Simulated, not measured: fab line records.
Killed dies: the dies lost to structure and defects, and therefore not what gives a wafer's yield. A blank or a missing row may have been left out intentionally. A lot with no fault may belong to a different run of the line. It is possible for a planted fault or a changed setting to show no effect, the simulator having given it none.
8D (eight disciplines) problem report, filled in by code + flow sfq_line + the parts of the form that need people (team, actions taken, sign-off) are left out

1. WHAT IS WRONG
Wafers without a fault read 10.000 mTorr, standard deviation 0.0082; chamber_pressure_mTorr at SFQ_TRILAYER_M0_ETCH_METAL_ETCH_024 reads a mean of 12.003 mTorr on 6 wafers belonging to 3 lots. That is +99 or more standard deviations from the usual mean.
The step: etches Nb in Cl2/Ar, stops on SiO2, target depth 240 nm, time 120 s.
The first sign was on wafer L648.1 at day 16 05:48, on rie_metal-01. At this step, 45 wafers from 15 lots have a number in the record. By rule, "out" or "out of limits" means more than 4 standard deviations away from the usual mean. The other wafers with a number count as sound.

2. WHAT IT IS, WHAT IT ISN'T
| question                    | is                                             | is not                                                                                             |
|-----------------------------|------------------------------------------------|----------------------------------------------------------------------------------------------------|
| which readings at this step | chamber_pressure_mTorr                         | bias_w, drypump_motor_current_A, oes_product_au                                                    |
| which lots                  | L648, L649, L650                               | L635, L636, L638, L639, L641, L642, L644, L645, L655, L656, L657, L658                             |
| which wafers of those lots  | L648.1, L648.2, L648.5, L649.3, L650.1, L650.3 | L649.4, L649.6, L650.2                                                                             |
| read on which tools         | rie_metal-01                                   | rie_metal-02, rie_metal-04                                                                         |
| when                        | from day 16 05:48                              | up to then (24 sound wafers); but 15 sound wafers of L649, L650, L655, L656, L657, L658 came after |

3. THE SUSPECTS, EACH WITH WHAT RULES IT OUT
Counting: any tool at a process step up to the reading remains a suspect provided it ran every lot that is out. Sound lots after the first of them don't rule it out here, since some wafers of a struck lot are sound.
- rie_diel-04 at SFQ_TRILAYER_L0_VIA_BARC_OPEN_VIA_ETCH_021 (etches BARC in O2, target depth 125 nm, time 41.7 s): kept. Every lot that is out went through it, the first being L648 (day 11 12:37); the last sound lot it ran before that was L645 (day 10 15:22).
- rie_metal-01 at SFQ_TRILAYER_M0_ETCH_METAL_ETCH_024 (etches Nb in Cl2/Ar, stops on SiO2, target depth 240 nm, time 120 s): kept. Every lot that is out went through it, the first being L648 (day 16 05:48); the last sound lot it ran before that was L645 (day 14 20:08). Out on those wafers are its own readings of chamber_pressure_mTorr.
- Within rie_diel-04 at SFQ_TRILAYER_L0_VIA_BARC_OPEN_VIA_ETCH_021: the wafers that are out ran in chambers 0, 2, 3; their sound lot-mates ran in chamber 1.
- Within rie_metal-01 at SFQ_TRILAYER_M0_ETCH_METAL_ETCH_024, the wafers that are out were processed in chamber 0 and their sound lot-mates in chamber 1.
Left after counting: rie_diel-04 at SFQ_TRILAYER_L0_VIA_BARC_OPEN_VIA_ETCH_021, rie_metal-01 at SFQ_TRILAYER_M0_ETCH_METAL_ETCH_024.

4. THE CAUSE (what the simulator had put in)
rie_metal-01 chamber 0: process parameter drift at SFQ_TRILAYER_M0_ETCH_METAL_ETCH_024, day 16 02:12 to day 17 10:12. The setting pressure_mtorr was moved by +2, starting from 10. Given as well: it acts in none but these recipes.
This tool is one of the 2 suspects left after counting.

5. SEQUENCE OF EFFECTS, ordered by route
Each row: a reading whose mean over the struck wafers that have a number lies more than 3 standard deviations from the usual. Readings are gone through only where the record gives a usual standard deviation; hours: the median, over the lots, of the time from a lot's start at the first step in this table giving one to that lot's start at this step; sigmas: the change measured in usual standard deviations.
| hours | step                                | reading                | usual        | on struck wafers | change | sigmas      |
|-------|-------------------------------------|------------------------|--------------|------------------|--------|-------------|
| 0     | SFQ_TRILAYER_M0_ETCH_METAL_ETCH_024 | chamber_pressure_mTorr | 10.000 mTorr | 12.003           | +2.003 | +99 or more |
The process steps in it:
- SFQ_TRILAYER_M0_ETCH_METAL_ETCH_024: etches Nb in Cl2/Ar, stops on SiO2, target depth 240 nm, time 120 s.
Later steps that measure or inspect, where all struck wafers having a row at the step show a number for every such reading and not one has moved that far: SFQ_M3_OVL_MEAS_921.

6. WHAT WOULD HAVE CAUGHT IT SOONER
First out-of-limits reading in this record: day 16 05:48, which is 4 hours after fault onset at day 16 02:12.
